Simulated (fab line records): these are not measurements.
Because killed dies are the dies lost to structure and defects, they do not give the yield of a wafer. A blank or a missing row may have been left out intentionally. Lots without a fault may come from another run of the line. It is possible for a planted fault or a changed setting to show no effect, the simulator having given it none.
fab line records	flow sky130
[record] lots = 13	wafers = 39	lastDay = 50
route steps=708 shown NWELL@34 PWDE@53 VT_ADJUST_HVTP@93 PAD_OPEN@708
lots with no fault: from the same line, run without faults
startH: the number of hours between the record's first day and the start of the first shown wafer of the lot	waitH: hours since the lot's step before	" repeats the value in the row above	L1.1+2: a row that stands for several wafers	- no value present, or no start provided	* or withheld: withheld	< > ~ a bound
route shown NAME@n: names a module that has steps shown in the file, with the first one's number in the route	usual: mean/standard deviation of fault-free wafers	same: alike in all rows	chamber/n: place in a boat	sites: the reading at each site	_std_site: standard deviation across them	_edge_site: the outer-site mean with the inner-site mean subtracted	radiusMm: how far each site lies from the wafer's centre	mask NAME#n: copy n	behind: the tool/chamber that last shaped the wafer	hold: reason for holding the lot/hours on hold/outcome of the hold	device: names the non-switching transistor (n, p or np)	end of line: the tests these same wafers got at the end of their route	a step with no rows: only its recipe	killed: at the first sort, the dies lost to defects and structure; wafer yield is something else	map: a wafer's dies, x killed, . not, _ none there
set.NAME: the setting as run; set.NAME@STEP: as run at that earlier step	model.NAME: the simulator's own value behind a step, which no gauge read
a sample of lots followed through the steps of the route, with each step as a table and each wafer as a row
services: the hour from which a tool's chamber was out of use, counted from the record's first day as startH (under 0 if before that day), plus the number of hours and why
[[steps]]
[step SKY_NWELL_THK_MEAS_02]
[recipe] reads = SiO2_of_NWELL_OXIDATION_01
[usual] NWELL_OXIDATION_THK = 9.17/0.19
lot.wafer	tool	chamber	startH	waitH	NWELL_OXIDATION_THK[nm]
L645.1	filmMetro-04	-	35.15	0.0	9.34
L645.3	"	-	"	"	9.20
L645.5	"	-	"	"	9.28
L646.2	filmMetro-03	-	40.52	0.0	9.27
L646.5	"	-	"	"	9.29
L646.6	"	-	"	"	9.14
L648.2	filmMetro-03	-	56.25	0.0	9.22
L648.4	"	-	"	"	9.23
L648.5	"	-	"	"	9.21
L649.1	filmMetro-03	-	63.27	0.0	9.68
L649.5	"	-	"	"	9.46
L649.6	"	-	"	"	9.55
L650.1	filmMetro-01	-	64.71	0.0	9.04
L650.3	"	-	"	"	9.00
L650.4	"	-	"	"	9.25
L652.1	filmMetro-01	-	73.67	0.0	9.35
L652.2	"	-	"	"	9.44
L652.5	"	-	"	"	9.42
L654.3	filmMetro-03	-	84.91	0.0	9.09
L654.5	"	-	"	"	9.15
L654.6	"	-	"	"	8.97
L655.1	filmMetro-04	-	93.26	0.0	9.15
L655.2	"	-	"	"	9.13
L655.3	"	-	"	"	9.10
L657.1	filmMetro-04	-	99.74	0.0	9.39
L657.3	"	-	"	"	9.43
L657.5	"	-	"	"	9.06
L659.2	filmMetro-03	-	108.06	0.0	9.35
L659.3	"	-	"	"	9.23
L659.4	"	-	"	"	9.17
L661.3	filmMetro-03	-	123.98	0.0	9.07
L661.5	"	-	"	"	9.33
L661.6	"	-	"	"	9.33
L666.1	filmMetro-01	-	147.09	0.0	9.20
L666.3	"	-	"	"	9.46
L666.5	"	-	"	"	9.33
L667.2	filmMetro-03	-	157.21	0.0	8.76
L667.3	"	-	"	"	8.90
L667.6	"	-	"	"	8.88
[step SKY_PWDE_IMPLANT_08]
[recipe] species = B	energyKev = 151.8	doseCm2 = 3.6e+12	tiltDeg = withheld
lot.wafer	tool	chamber	startH	waitH
L645.1+3+5	implanter-03	0	66.93	0.0
L646.2+5+6	implanter-03	0	72.50	0.0
L648.2+4+5	implanter-04	0	90.00	0.0
L649.1+5+6	implanter-02	0	96.02	0.0
L650.1+3+4	implanter-02	0	98.73	0.0
L652.1+2+5	implanter-03	0	107.28	0.0
L654.3+5+6	implanter-04	0	120.53	0.1
L655.1+2+3	implanter-02	0	130.27	0.0
L657.1+3+5	implanter-02	0	135.23	0.0
L659.2+3+4	implanter-04	0	144.36	0.0
L661.3+5+6	implanter-02	0	159.88	0.1
L666.1+3+5	implanter-04	0	187.08	0.0
L667.2+3+6	implanter-04	0	196.91	0.0
[step SKY_NWELL_STRIP_14]
[recipe] chemistry = O2/N2	powerW = 1400	pressureMtorr = 1500	platenTempC = withheld	o2FlowSccm = 3000	n2FlowSccm = 300	overashFraction = 0.5
[usual] drypumpMotorCurrentA = 5.8/0.34	oesProductAu = 0.722/0.0047	stripTimeToEndpointS = 36.88/0.089
lot.wafer	tool	chamber	startH	waitH	drypumpMotorCurrentA	oesProductAu	rfHoursCounterH	stripTimeToEndpointS
L645.1	plasmaAsher-01	1	84.03	0.1	5.7	0.721	27	36.70
L645.3	"	0	"	"	6.1	0.729	-	36.80
L645.5	"	1	"	"	5.7	0.721	-	36.76
L646.2	plasmaAsher-02	1	90.08	0.1	5.7	0.716	39	36.89
L646.5	"	0	"	"	6.1	0.723	-	36.95
L646.6	"	1	"	"	5.7	0.720	-	36.91
L648.2	plasmaAsher-01	0	107.57	0.1	6.1	0.726	30	36.91
L648.4	"	1	"	"	5.7	0.727	-	36.92
L648.5	"	0	"	"	6.1	0.724	-	36.83
L649.1	plasmaAsher-01	1	113.63	0.1	5.7	0.726	30	36.77
L649.5	"	0	"	"	6.1	0.727	-	36.76
L649.6	"	1	"	"	5.7	0.722	-	36.88
L650.1	plasmaAsher-01	1	117.38	0.1	5.7	0.723	31	36.94
L650.3	"	0	"	"	6.1	0.729	-	36.86
L650.4	"	1	"	"	5.7	0.727	-	36.89
L652.1	plasmaAsher-01	0	130.03	0.1	6.1	0.724	32	36.70
L652.2	"	1	"	"	5.7	0.723	32	36.83
L652.5	"	0	"	"	6.1	0.718	-	36.84
L654.3	plasmaAsher-01	0	139.56	0.1	6.1	0.719	-	36.98
L654.5	"	0	"	"	6.1	0.727	-	36.97
L654.6	"	1	"	"	5.7	0.716	-	36.96
L655.1	plasmaAsher-01	0	147.92	0.1	6.1	0.722	34	36.78
L655.2	"	1	"	"	5.7	0.718	34	36.73
L655.3	"	1	"	"	5.7	0.711	-	36.82
L657.1	plasmaAsher-03	1	152.53	0.1	6.1	0.719	47	36.96
L657.3	"	1	"	"	6.1	0.725	-	36.79
L657.5	"	0	"	"	4.9	0.725	-	36.83
L659.2	plasmaAsher-02	0	164.03	0.1	6.1	0.729	46	36.64
L659.3	"	1	"	"	5.7	0.727	-	36.73
L659.4	"	0	"	"	6.0	0.714	-	36.76
L661.3	plasmaAsher-02	1	178.86	0.1	5.7	0.720	-	36.95
L661.5	"	1	"	"	5.8	0.723	-	36.95
L661.6	"	0	"	"	6.0	0.720	-	36.95
L666.1	plasmaAsher-03	0	209.92	0.1	5.0	0.725	52	36.97
L666.3	"	1	"	"	6.1	0.727	-	36.92
L666.5	"	1	"	"	6.1	0.718	-	36.92
L667.2	plasmaAsher-01	0	218.73	0.1	6.1	0.725	40	36.92
L667.3	"	0	"	"	6.1	0.725	-	37.09
L667.6	"	0	"	"	6.1	0.725	-	36.87
[step SKY_NWELL_RS_MEAS_31]
[recipe] thkMeasGauge = four-point-probe
[usual] PWDE_RS = 5278/22
lot.wafer	tool	chamber	startH	waitH	PWDE_RS[ohm/sq]
L645.1	filmMetro-04	-	101.58	0.1	5278
L645.3	"	-	"	"	5278
L645.5	"	-	"	"	5283
L646.2	filmMetro-03	-	107.25	0.1	5289
L646.5	"	-	"	"	5279
L646.6	"	-	"	"	5304
L648.2	filmMetro-03	-	129.45	0.1	5310
L648.4	"	-	"	"	5297
L648.5	"	-	"	"	5308
L649.1	filmMetro-01	-	133.03	0.1	5263
L649.5	"	-	"	"	5259
L649.6	"	-	"	"	5272
L650.1	filmMetro-01	-	135.84	0.1	5276
L650.3	"	-	"	"	5264
L650.4	"	-	"	"	5283
L652.1	filmMetro-03	-	148.03	0.1	5273
L652.2	"	-	"	"	5245
L652.5	"	-	"	"	5253
L654.3	filmMetro-01	-	158.22	0.1	5299
L654.5	"	-	"	"	5296
L654.6	"	-	"	"	5301
L655.1	filmMetro-01	-	168.29	0.1	5316
L655.2	"	-	"	"	5300
L655.3	"	-	"	"	5329
L657.1	filmMetro-01	-	172.52	0.1	5560
L657.3	"	-	"	"	5286
L657.5	"	-	"	"	5554
L659.2	filmMetro-01	-	184.25	0.1	5281
L659.3	"	-	"	"	5275
L659.4	"	-	"	"	5260
L661.3	filmMetro-04	-	200.56	0.1	5246
L661.5	"	-	"	"	5485
L661.6	"	-	"	"	5238
L666.1	filmMetro-03	-	232.38	0.1	5281
L666.3	"	-	"	"	5279
L666.5	"	-	"	"	5286
L667.2	filmMetro-03	-	241.35	0.1	5275
L667.3	"	-	"	"	5297
L667.6	"	-	"	"	5304
[step SKY_VT_ADJUST_HVTP_OVL_MEAS_08]
[usual] VT_ADJUST_HVTP_OVL = 0.4/1.5
lot.wafer	tool	chamber	startH	waitH	VT_ADJUST_HVTP_OVL[nm]
L645.1	overlay-02	-	120.22	0.1	3.1
L645.3	"	-	"	"	0.5
L645.5	"	-	"	"	1.0
L646.2	overlay-02	-	125.41	0.1	0.6
L646.5	"	-	"	"	-0.2
L646.6	"	-	"	"	-0.4
L648.2	overlay-02	-	146.47	0.1	0.7
L648.4	"	-	"	"	-0.1
L648.5	"	-	"	"	-0.8
L649.1	overlay-02	-	149.37	0.1	0.4
L649.5	"	-	"	"	0.8
L649.6	"	-	"	"	0.7
L650.1	overlay-01	-	152.47	0.1	1.5
L650.3	"	-	"	"	0.5
L650.4	"	-	"	"	1.1
L652.1	overlay-02	-	167.52	0.1	0.9
L652.2	"	-	"	"	3.4
L652.5	"	-	"	"	1.4
L654.3	overlay-01	-	176.87	0.1	-0.1
L654.5	"	-	"	"	-1.2
L654.6	"	-	"	"	-0.8
L655.1	overlay-02	-	188.61	0.1	-0.8
L655.2	"	-	"	"	0.0
L655.3	"	-	"	"	0.4
L657.1	overlay-02	-	192.61	0.1	-0.5
L657.3	"	-	"	"	-1.2
L657.5	"	-	"	"	0.8
L659.2	overlay-01	-	205.31	0.1	2.3
L659.3	"	-	"	"	2.5
L659.4	"	-	"	"	2.9
L661.3	overlay-01	-	222.03	0.1	0.3
L661.5	"	-	"	"	1.7
L661.6	"	-	"	"	1.8
L666.1	overlay-02	-	256.02	0.1	2.3
L666.3	"	-	"	"	1.3
L666.5	"	-	"	"	2.3
L667.2	overlay-02	-	265.91	0.1	-0.8
L667.3	"	-	"	"	-0.1
L667.6	"	-	"	"	-0.7
[step SKY_PAD_OPEN_PROBE_99]
[usual] killed_at_M0_to_M3 = 43/7.3	killed_at_M4_up = 3.1/1.7	killedAtContacts = 24/4.7	killedAtFrontEnd = 15/4.6	killedAtOther = 0.3/0.55	killedDies = 86/9.7	killedOpen = 47/6.7	killedShort = 39/6.5
[same] grossDies = 492	killedAtBackSide = 0
lot.wafer	tool	chamber	startH	waitH	killed_at_M0_to_M3	killed_at_M4_up	killedAtContacts	killedAtFrontEnd	killedAtOther	killedDies	killedOpen	killedShort
L652.1	prober-02	-	1112.02	0.1	42	3	23	13	1	82	52	30
L652.2	prober-02	-	1112.07	0.1	45	5	21	39	0	110	58	52
L652.5	prober-02	-	1112.22	0.2	54	3	29	10	0	96	51	45
L657.1	prober-02	-	1133.11	0.1	38	1	18	10	0	67	38	29
L657.3	prober-02	-	1133.21	0.2	52	1	21	9	0	83	44	39
L657.5	prober-02	-	1133.31	0.2	52	2	29	14	0	97	51	46
L659.2	prober-01	-	1147.97	0.1	44	3	15	12	1	75	48	27
L659.3	prober-01	-	1148.02	0.2	40	7	16	13	2	78	36	42
L659.4	prober-01	-	1148.07	0.2	24	6	22	13	0	65	36	29
L661.3	prober-01	-	1160.44	0.2	49	1	24	11	0	85	51	34
L661.5	prober-01	-	1160.54	0.2	50	2	19	9	1	81	48	33
L661.6	prober-01	-	1160.59	0.2	36	4	23	10	0	73	32	41
// killed by level:class
L652.1 VIA1:geometricParticle:open=12 LI_CONTACT:geometricParticle:open=8 CONTACT:geometricParticle:open=8 METAL1:geometricParticle:short=5 VIA2:geometricParticle:open=5 FIELD_ISO:geometricParticle:open=4 VIA3:geometricParticle:short=4 METAL2:geometricParticle:short=4
L652.2 CONTACT:geometricParticle:open=11 VIA1:geometricParticle:open=11 FIELD_ISO:geometricParticle:short=10 VIA3:geometricParticle:open=10 POLY_GATE:geometricParticle:short=8 SPACER:geometricParticle:short=7 POLY_GATE:geometricParticle:open=6 FIELD_ISO:geometricParticle:open=5
L652.5 VIA1:geometricParticle:open=13 CONTACT:geometricParticle:short=12 VIA3:geometricParticle:open=10 CONTACT:geometricParticle:open=7 VIA2:geometricParticle:open=6 METAL2:geometricParticle:short=6 VIA1:geometricParticle:short=5 LI_CONTACT:geometricParticle:open=4
L657.1 VIA1:geometricParticle:open=11 CONTACT:geometricParticle:open=8 POLY_GATE:geometricParticle:open=5 METAL2:geometricParticle:short=5 VIA3:geometricParticle:open=4 LOCAL_INTERCONNECT:geometricParticle:short=4 VIA3:geometricParticle:short=4 LI_CONTACT:geometricParticle:open=3
L657.3 METAL2:geometricParticle:short=10 VIA1:geometricParticle:open=9 VIA3:geometricParticle:open=9 CONTACT:geometricParticle:open=7 METAL1:geometricParticle:short=7 LI_CONTACT:geometricParticle:open=6 VIA1:geometricParticle:short=6 CONTACT:geometricParticle:short=5
L657.5 LI_CONTACT:geometricParticle:open=11 METAL1:geometricParticle:short=10 METAL2:geometricParticle:short=8 VIA2:geometricParticle:open=8 CONTACT:geometricParticle:open=7 VIA3:geometricParticle:open=6 VIA1:geometricParticle:open=5 POLY_GATE:geometricParticle:short=4
L659.2 VIA1:geometricParticle:open=14 METAL2:geometricParticle:short=8 VIA2:geometricParticle:open=7 VIA3:geometricParticle:open=6 CONTACT:geometricParticle:open=6 CONTACT:geometricParticle:short=4 SPACER:geometricParticle:open=3 METAL1:geometricParticle:short=3
L659.3 VIA1:geometricParticle:open=7 VIA3:geometricParticle:open=7 FIELD_ISO:geometricParticle:short=6 LI_CONTACT:geometricParticle:open=5 CONTACT:geometricParticle:short=5 METAL1:geometricParticle:short=4 VIA1:geometricParticle:short=4 METAL4:geometricParticle:short=3
L659.4 CONTACT:geometricParticle:open=9 CONTACT:geometricParticle:short=6 VIA1:geometricParticle:open=6 POLY_GATE:geometricParticle:short=5 LI_CONTACT:geometricParticle:open=5 METAL1:geometricParticle:short=5 METAL4:geometricParticle:short=5 VIA3:geometricParticle:open=4
L661.3 VIA3:geometricParticle:open=10 VIA1:geometricParticle:open=9 CONTACT:geometricParticle:open=8 VIA2:geometricParticle:open=7 LI_CONTACT:geometricParticle:open=6 VIA3:geometricParticle:short=6 METAL2:geometricParticle:short=5 FIELD_ISO:geometricParticle:open=4
L661.5 VIA1:geometricParticle:open=12 VIA2:geometricParticle:open=6 LI_CONTACT:geometricParticle:open=5 METAL1:geometricParticle:short=5 VIA2:geometricParticle:short=5 VIA3:geometricParticle:open=5 CONTACT:geometricParticle:short=4 CONTACT:geometricParticle:open=4
L661.6 METAL1:geometricParticle:short=8 CONTACT:geometricParticle:short=7 CONTACT:geometricParticle:open=6 VIA1:geometricParticle:open=6 LI_CONTACT:geometricParticle:open=5 FIELD_ISO:geometricParticle:short=4 POLY_GATE:geometricParticle:open=4 VIA3:geometricParticle:open=4
[[services]]
tool	chamber	startH	hours	kind
implanter-02	-	55.13	3.9	repair
implanter-04	-	62.43	7.4	pm
implanter-03	-	69.66	1.9	repair
plasmaAsher-03	-	70.77	2.8	pm
plasmaAsher-02	-	92.02	4.3	pm
implanter-04	-	93.08	1.4	repair
plasmaAsher-02	-	148.92	0.8	repair
implanter-02	-	195.65	2.3	pm
implanter-04	-	202.20	3.5	repair
plasmaAsher-01	-	209.20	3.1	repair
implanter-03	-	214.23	6.5	pm
[[key]]
[firstSign] step = SKY_NWELL_RS_MEAS_31	reading = PWDE_RS	direction = up	sigmas = 12	usual = 5278	struck = 5533
effect none on later readings
metAt SKY_PWDE_IMPLANT_08
struckLots L657,L661
struckWafers L657.1,L657.5,L661.5
testerLeftOut L657,L661
notActingAt SKY_NWELL_THK_MEAS_02,SKY_NWELL_STRIP_14,SKY_VT_ADJUST_HVTP_OVL_MEAS_08
onsetBetween 130.27 135.23
[fault] kind = processParameterDrift	tool = implanter-02	chamber = -	onsetH = 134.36	steps = SKY_PWDE_IMPLANT_08	channel = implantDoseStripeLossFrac	offset = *	shape = step	endH = 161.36	scope = struckWafersOnly
// testerLeftOut: of these lots the tester's yield and bins aren't shown, on N5 and GAA mostly nor the transistor test; their killed dies are dies lost to structure and defects alone, not to doping, threshold or leakage, so they don't give the yield
